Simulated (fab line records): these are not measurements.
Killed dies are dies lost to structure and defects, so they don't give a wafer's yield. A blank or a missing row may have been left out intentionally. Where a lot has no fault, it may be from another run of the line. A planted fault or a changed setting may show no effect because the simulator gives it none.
8D (eight disciplines) problem report, filled in by code / flow gf180mcu / the parts of the form that need people (team, actions taken, sign-off) are left out

## 1. WHAT WENT WRONG
Wafers without a fault read 0.859 a.u., standard deviation 0.0049; oesProductAu at GF_V5_ETCH_17 reads a mean of 0.811 a.u. on 2 wafers belonging to 2 lots. Measured from the usual mean, that is -9.8 standard deviations.
The step: etches SiO2 in C4F8/O2/Ar, stops on TiN, target depth 855 nm.
The step gives no start for some of these wafers. The record holds 38 wafers of 13 lots with a number at this step. Rule for "out" (also "out of limits"): further than 4 standard deviations from the usual mean. The rest of the wafers with a number are treated as sound.

## 2. WHAT IT IS, AND WHAT IT ISN'T
question=which readings at this step; is=oesProductAu; is not=-
question=which lots; is=L723, L725; is not=L716, L717, L719, L721, L722, L733, L735, L736, L737, L738, L739
question=which wafers of those lots; is=L723.1, L725.1; is not=L723.2, L723.4, L725.4
question=read on which tools; is=rieDiel-02, rieDiel-04; is not=rieDiel-03

## 3. WHAT RULES OUT EACH SUSPECT
Counting: a tool at a process step up to the reading stays a suspect if it ran every lot that is out. Sound lots after the first of them don't rule it out here, since some wafers of a struck lot are sound.
- cmp-01 at GF_V5_CMP_04 (polishes SiO2): kept. It processed each lot that is out (first: L723, day 28 20:01); up to then, its last sound lot is L721 (day 28 10:14).
- cmp-01, GF_V5_CMP_04: wafers that are out in chamber 3, sound lot-mates in chambers 1, 2.
Remaining after the count: cmp-01 at GF_V5_CMP_04.

## 4. THE CAUSE (what the simulator had put in)
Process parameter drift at GF_V5_CMP_04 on cmp-01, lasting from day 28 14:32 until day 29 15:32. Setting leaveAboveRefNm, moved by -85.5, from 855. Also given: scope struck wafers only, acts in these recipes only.
Counting left only this tool.

## 5. SEQUENCE OF EFFECTS, ordered by route
Each row: a reading whose mean over the struck wafers that have a number lies more than 3 standard deviations from the usual. Only readings whose record carries a usual standard deviation are examined. hours: median over the lots of the time between each lot's start at the first step of this table that gives one and its start at this step. sigmas: the change, counted in usual standard deviations.
hours=-; step=GF_V5_ETCH_17; reading=oesProductAu; usual=0.859 a.u.; on struck wafers=0.811; change=-0.048; sigmas=-9.8
Here are the process steps it includes:
- GF_V5_ETCH_17: etches SiO2 in C4F8/O2/Ar, stops on TiN, target depth 855 nm.

## 6. WHAT WOULD HAVE CAUGHT IT SOONER
No tool reading at GF_V5_CMP_04 that has a usual standard deviation in the record was out on any struck wafer, so an alarm limit of 4 standard deviations on those readings would not have fired.
